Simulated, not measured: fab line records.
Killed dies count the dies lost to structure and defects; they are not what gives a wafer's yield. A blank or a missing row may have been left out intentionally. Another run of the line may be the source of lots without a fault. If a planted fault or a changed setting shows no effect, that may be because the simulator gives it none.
A single fault, viewed from 2 desks | flow sfq-line | each desk holds nothing but its own numbers, with what lay behind them at the end

## FROM THE METROLOGY DESK
Lot by lot, what the gauges showed, no matter which tool ran the lot: averages of those sampled wafers that carry a number. If a lot's mean is further than 4 standard deviations from the usual mean, the lot is out of limits and carries the mark OUT (the distance appears in the brackets).
Columns: A = M5_OVL at SFQ_M5_OVL_MEAS_932, usual -4 nm; B = R5_MONX_RS at SFQ_R5_RS_MEAS_933, usual 7.04 ohm/sq
lot  | first seen here | A  | B
L113 | day 46 03:21    | -2 | 7.04
L116 | day 46 16:07    | -5 | 7.05
L122 | day 48 03:55    | -2 | 7.17
L124 | day 48 23:13    | -9 | 7.20
L131 | day 51 02:49    | -2 | 6.99
L133 | day 51 12:24    | -6 | 6.99
This desk's finding: nothing out of limits on any of the 6 lots.

## AT THE TOOL OWNER'S DESK: pvd-sputter-05
The tool's own readings at SFQ_TRILAYER_R5_DEP_SPUTTER_134 (material Ti, target thk 5 nm, time 5 s): means of the sampled wafers that have a number, for each lot that ran on this tool. If a lot's mean is further than 4 standard deviations from the usual mean, the lot is out of limits and carries the mark OUT (the distance appears in the brackets).
Columns: A = throttle-valve-pct at SFQ_TRILAYER_R5_DEP_SPUTTER_134, usual 30.0 %
lot  | first seen here | A
L113 | day 47 20:52    | 29.7
L116 | day 48 05:52    | 29.0
L122 | day 49 22:17    | 29.6
L124 | day 50 17:52    | 29.6
This desk's finding: nothing out of limits on any of the 4 lots.

## PUT TOGETHER
Nothing out of limits was seen by the metrology desk.
The desk of the tool owner found nothing out of limits.

## WHAT HAD BEEN PUT IN BY THE SIMULATOR
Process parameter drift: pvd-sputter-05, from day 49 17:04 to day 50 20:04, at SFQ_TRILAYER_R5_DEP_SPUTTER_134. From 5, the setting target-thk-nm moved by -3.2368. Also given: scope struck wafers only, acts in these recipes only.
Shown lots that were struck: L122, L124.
